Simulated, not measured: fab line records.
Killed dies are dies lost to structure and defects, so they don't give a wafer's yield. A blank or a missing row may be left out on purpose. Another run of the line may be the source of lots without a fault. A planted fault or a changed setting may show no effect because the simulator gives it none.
What tool caused it? + flow gf180mcu + 6 lots, 18 wafers sampled, at 1 step of a route of 602

== WHAT THE GAUGES READ, wafer by wafer ==
GF_V5_THK_MEAS_25: measures by xrf.
| lot  | measured     | on            | V5_W_THK (nm) |
|------|--------------|---------------|---------------|
| L981 | day 27 21:38 | film-metro-04 | 342 352 345   |
| L982 | day 28 09:57 | film-metro-03 | 336 345 342   |
| L985 | day 29 04:28 | film-metro-03 | 346 341 337   |
| L987 | day 29 17:11 | film-metro-02 | 343 339 343   |
| L996 | day 32 01:39 | film-metro-03 | 336 338 345   |
| L101 | day 32 23:05 | film-metro-03 | 346 342 342   |

== TOOL THAT RAN EACH LOT (tool first, then ch and the chambers of the sampled wafers, then the start) ==
The record holds no process step before these readings.

== THE ANSWER, worked out from the rows above alone ==
Rule: usual is defined by the lots themselves. Put in order of their means at a reading, lots are off if they are a third of the lots or fewer, leave a main group of 4 or more, and stand apart from it by a gap of 3 or more times the standard deviation of the main group's means; of several such gaps the widest counts. The tables above print the reading to a certain number of digits; a main group whose means all agree to those digits is not used. A lot without any number at a reading at which 4 lots or more have one is off too. All remaining lots with rows at the step are treated as sound.
None of the lots is off at any reading shown; this tells nothing.

== WHAT HAD BEEN PUT IN BY THE SIMULATOR ==
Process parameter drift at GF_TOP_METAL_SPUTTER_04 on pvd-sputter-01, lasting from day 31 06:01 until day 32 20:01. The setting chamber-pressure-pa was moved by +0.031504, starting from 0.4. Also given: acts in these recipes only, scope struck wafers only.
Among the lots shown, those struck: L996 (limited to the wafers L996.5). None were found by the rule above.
